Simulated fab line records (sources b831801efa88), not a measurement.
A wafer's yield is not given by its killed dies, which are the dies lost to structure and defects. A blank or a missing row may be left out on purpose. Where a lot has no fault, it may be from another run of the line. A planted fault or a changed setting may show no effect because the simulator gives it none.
A struck lot beside a sound one | flow sky130 | 14 steps out of a route of 708
Sound: the wafers L689.4, L689.5, L689.6. The struck wafers were L696.1, L696.3, L696.6. The cause is given at the end.
Each step with rows lists, per side, the tool, then ch with its chambers, then its first start. Under that, the readings that differ: sound wafers | struck wafers | difference of the means | sigmas: that difference in standard deviations of wafers without a fault.
alike: words and numbers the same on both sides, and readings whose means are apart by under 2 such deviations; not compared: readings that were withheld, readings missing a value for some wafer, numbers with overlapping values and no deviation given by the record, and bounds like >300 which may hide the same value.
Wherever a step has rows on one side only, a row that says differs or no value, or a row with sigmas, the two part there. Non-overlapping numbers with no deviation appear without sigmas and do not part them. A reading that every wafer of one side lacks parts them only if that side has two wafers or more.

SKY_VIA4_CMP_21: polishes, stops on SiO2, t overpolish 25 s, target thk 0 nm.
  sound on cmp-01 ch 0,1,3, day 45 00:14; struck on cmp-02 ch 0,2,3, day 47 01:50
  alike: head-pressure-psi, motor-current-A, overpolish-run-s, time-to-endpoint-s
SKY_METAL5_SPUTTER_00: material Ti, target thk 15 nm, time 10 s.
  sound on pvd-sputter-02 at day 45 00:23; struck on pvd-sputter-02 at day 47 02:02
  alike: chamber-pressure-pa, throttle-valve-pct
then, 1 step without rows for these wafers: SKY_METAL5_SPUTTER_01 (material TiN, target thk 20 nm, time 16.7 s).
SKY_METAL5_SPUTTER_02: material AlCu, target thk 1150 nm, time 61.2 s.
  sound on pvd-sputter-02 at day 45 00:25; struck on pvd-sputter-02 at day 47 02:05
  alike: chamber-pressure-pa, throttle-valve-pct
SKY_METAL5_SPUTTER_03: material Ti, target thk 5 nm, time 3.3 s.
  sound on pvd-sputter-02 at day 45 00:29; struck on pvd-sputter-02 at day 47 02:08
  alike: chamber-pressure-pa, throttle-valve-pct
SKY_METAL5_SPUTTER_04: material TiN, target thk 70 nm, time 58.3 s.
  sound on pvd-sputter-02 at day 45 00:29; struck on pvd-sputter-02 at day 47 02:09
  alike: chamber-pressure-pa, throttle-valve-pct
SKY_METAL5_RS_MEAS_05: a four-point-probe measurement.
  sound on film-metro-01 at day 45 00:36; struck on film-metro-03 at day 47 02:12
  alike: METAL5_ALCU_RS
SKY_METAL5_THK_MEAS_06: measures by xrf.
  sound on film-metro-01 at day 45 00:41; struck on film-metro-03 at day 47 02:19
  alike: METAL5_ALCU_THK
then, 4 steps without rows for these wafers: SKY_METAL5_DEHYDRATE_07 (time 60 s); SKY_METAL5_HMDS_08 (prime time 60 s); SKY_METAL5_COAT_09 (resist thk 1800 nm); SKY_METAL5_SOFTBAKE_10 (time 60 s).
SKY_METAL5_EXPOSE_11: exposes mask MM5, target cd 1600 nm.
  sound on iline-stepper-02 ch 0, day 45 10:19; struck on iline-stepper-01, day 47 11:32
  no value came back on the struck wafers for exposure-dose-mJ-cm2, focus-offset-nm (nm); on the sound wafers exposure-dose-mJ-cm2 reads 189.99 190.13 189.93
  alike: mask
following that, these wafers have no rows for 1 step: SKY_METAL5_PEB_12.

WHERE THEY PART
Within this record, at SKY_METAL5_EXPOSE_11 only.

WHY: whatever the simulator had introduced
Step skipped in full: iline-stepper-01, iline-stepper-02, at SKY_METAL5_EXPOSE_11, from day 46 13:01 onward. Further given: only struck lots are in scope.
